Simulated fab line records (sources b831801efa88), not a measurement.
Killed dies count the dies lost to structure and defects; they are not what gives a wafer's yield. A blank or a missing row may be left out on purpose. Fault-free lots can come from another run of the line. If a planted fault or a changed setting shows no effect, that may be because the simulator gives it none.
Which tool did it?	flow sky130	14 lots, 42 wafers sampled, at 5 steps of a route of 708

WHAT THE GAUGES SHOWED, per wafer
SKY_RES_PROTECT_TW_MEAS_08.
lot	measured	on	POLY_GATE_TW
L101	day 15 01:22	filmMetro-01	4061 4057 4054
L103	day 15 15:27	filmMetro-01	4040 4037 4024
L108	day 18 05:27	filmMetro-02	4043 4033 4040
L107	day 18 07:09	filmMetro-02	30 30 30
L112	day 19 09:38	filmMetro-02	4022 4041 4054
L113	day 19 13:09	filmMetro-01	30 30 30
L114	day 19 17:37	filmMetro-01	3975 3995 3997
L116	day 21 17:34	filmMetro-01	4005 4008 4011
L119	day 22 05:31	filmMetro-01	4025 4031 4037
L117	day 22 05:48	filmMetro-04	4025 4027 4037
L120	day 22 22:37	filmMetro-01	4049 4033 4031
L122	day 23 11:32	filmMetro-01	4033 4043 4040
L123	day 23 12:40	filmMetro-04	4034 4043 4047
L124	day 23 22:43	filmMetro-01	4047 4032 4021

SKY_LI_CONTACT_RS_MEAS_22: uses a four-point probe to measure.
lot	measured	on	LI_CONTACT_W_RS (ohm/sq)
L101	day 28 22:47	filmMetro-04	0.294 0.295 0.294
L103	day 29 15:24	filmMetro-04	0.292 0.292 0.295
L108	day 32 03:49	filmMetro-04	0.304 0.305 0.304
L107	day 32 03:28	filmMetro-02	0.294 0.297 0.292
L112	day 33 09:18	filmMetro-04	0.300 0.301 0.299
L113	day 33 03:12	filmMetro-02	0.301 0.307 0.304
L114	day 33 12:49	filmMetro-02	0.301 0.302 0.303
L116	day 35 05:02	filmMetro-03	0.299 0.300 0.303
L119	day 35 17:08	filmMetro-03	0.296 0.298 0.300
L117	day 35 17:55	filmMetro-03	0.290 0.294 0.291
L120	day 36 04:49	filmMetro-02	0.299 0.296 0.298
L122	day 36 17:41	filmMetro-03	0.295 0.298 0.298
L123	day 36 18:21	filmMetro-04	0.297 0.298 0.295
L124	day 37 14:33	filmMetro-02	0.297 0.298 0.299

SKY_LOCAL_INTERCONNECT_RS_MEAS_01: uses a four-point probe to measure.
lot	measured	on	LOCAL_INTERCONNECT_TIN_RS (ohm/sq)
L101	day 28 23:20	filmMetro-01	14.50 14.43 14.49
L103	day 29 15:56	filmMetro-01	14.07 13.96 13.98
L108	day 32 04:21	filmMetro-01	14.37 14.38 14.52
L107	day 32 04:01	filmMetro-01	14.36 14.41 14.23
L112	day 33 09:50	filmMetro-01	14.33 14.21 14.21
L113	day 33 03:45	filmMetro-04	14.11 14.27 14.20
L114	day 33 13:22	filmMetro-01	14.06 14.09 14.12
L116	day 35 05:35	filmMetro-01	14.33 14.19 14.21
L119	day 35 17:40	filmMetro-01	13.96 13.98 13.97
L117	day 35 18:29	filmMetro-01	14.00 13.96 13.93
L120	day 36 05:21	filmMetro-01	14.28 14.19 14.09
L122	day 36 18:13	filmMetro-01	14.34 14.35 14.39
L123	day 36 18:53	filmMetro-02	14.36 14.35 14.55
L124	day 37 15:05	filmMetro-02	14.08 13.98 14.00

SKY_LOCAL_INTERCONNECT_OVL_MEAS_12.
lot	measured	on	LOCAL_INTERCONNECT_OVL (nm)
L101	day 30 02:04	overlay-02	-6 4 -2
L103	day 30 19:26	overlay-02	-8 -6 -4
L108	day 33 07:50	overlay-02	-5 -11 -7
L107	day 33 06:32	overlay-02	1 2 1
L112	day 34 12:37	overlay-01	-1 0 3
L113	day 34 06:23	overlay-01	-1 1 0
L114	day 34 15:55	overlay-01	0 -7 1
L116	day 36 07:31	overlay-02	-1 -7 1
L119	day 36 19:17	overlay-01	-1 -7 -2
L117	day 36 19:56	overlay-02	-6 -6 -9
L120	day 37 06:42	overlay-01	-4 2 -3
L122	day 37 20:08	overlay-01	-9 -2 -13
L123	day 37 20:49	overlay-01	2 -2 -1
L124	day 38 17:10	overlay-02	6 9 3

WHICH TOOL RAN EACH LOT (tool, then ch and the chambers of the sampled wafers, then the start)
lot	SKY_RES_PROTECT_DEVELOP_06
L101	lithoTrack-01 ch 0, day 15 00:59
L103	lithoTrack-02 ch 0, day 15 15:03
L108	lithoTrack-02 ch 0, day 18 05:03
L107	lithoTrack-02 ch 0, day 18 06:45
L112	lithoTrack-01 ch 0, day 19 09:17
L113	lithoTrack-02 ch 0, day 19 12:45
L114	lithoTrack-01 ch 0, day 19 17:14
L116	lithoTrack-01 ch 0, day 21 17:11
L119	lithoTrack-02 ch 0, day 22 05:09
L117	lithoTrack-02 ch 0, day 22 05:24
L120	lithoTrack-01 ch 0, day 22 22:14
L122	lithoTrack-04 ch 0, day 23 11:10
L123	lithoTrack-01 ch 0, day 23 12:16
L124	lithoTrack-04 ch 0, day 23 22:19
- SKY_RES_PROTECT_DEVELOP_06: develop time 60 s.

AS READ BY THE TOOLS THEMSELVES (means over the sampled wafers that have a number; for cases with no such wafer, the mark the record gives instead)
The record holds no such reading with a usual standard deviation.

THE ANSWER, worked out from the rows above alone
Rule: the lots themselves supply what counts as usual. Put in order of their means at a reading, lots are off if they are a third of the lots or fewer, leave a main group of 4 or more, and stand apart from it by a gap of 3 or more times the standard deviation of the main group's means; of several such gaps the widest counts. A main group whose means are all the same, to the digits that the tables above print for the reading, isn't used. Also off: a lot with no number at a reading for which 4 or more lots have one. The other lots that the step has rows for count as sound. The gauges are gone through in route order, then the tools' own readings, and for those a lot's mean is taken as printed above. The first step at which some lot is off is used, and at that step the reading that is off furthest; a lot without a number counts as furthest.
Off: at SKY_RES_PROTECT_TW_MEAS_08 (POLY_GATE_TW), L107, L113. For the main group the mean is 4031 and the standard deviation 17.
If a tool, at a process step before that reading, ran all the lots that are off and no sound lot after the first of them, it fits. Those tools and the gauges at SKY_RES_PROTECT_TW_MEAS_08 are tried in the same way. Of those tried, none fits.

WHAT THE SIMULATOR PUT IN
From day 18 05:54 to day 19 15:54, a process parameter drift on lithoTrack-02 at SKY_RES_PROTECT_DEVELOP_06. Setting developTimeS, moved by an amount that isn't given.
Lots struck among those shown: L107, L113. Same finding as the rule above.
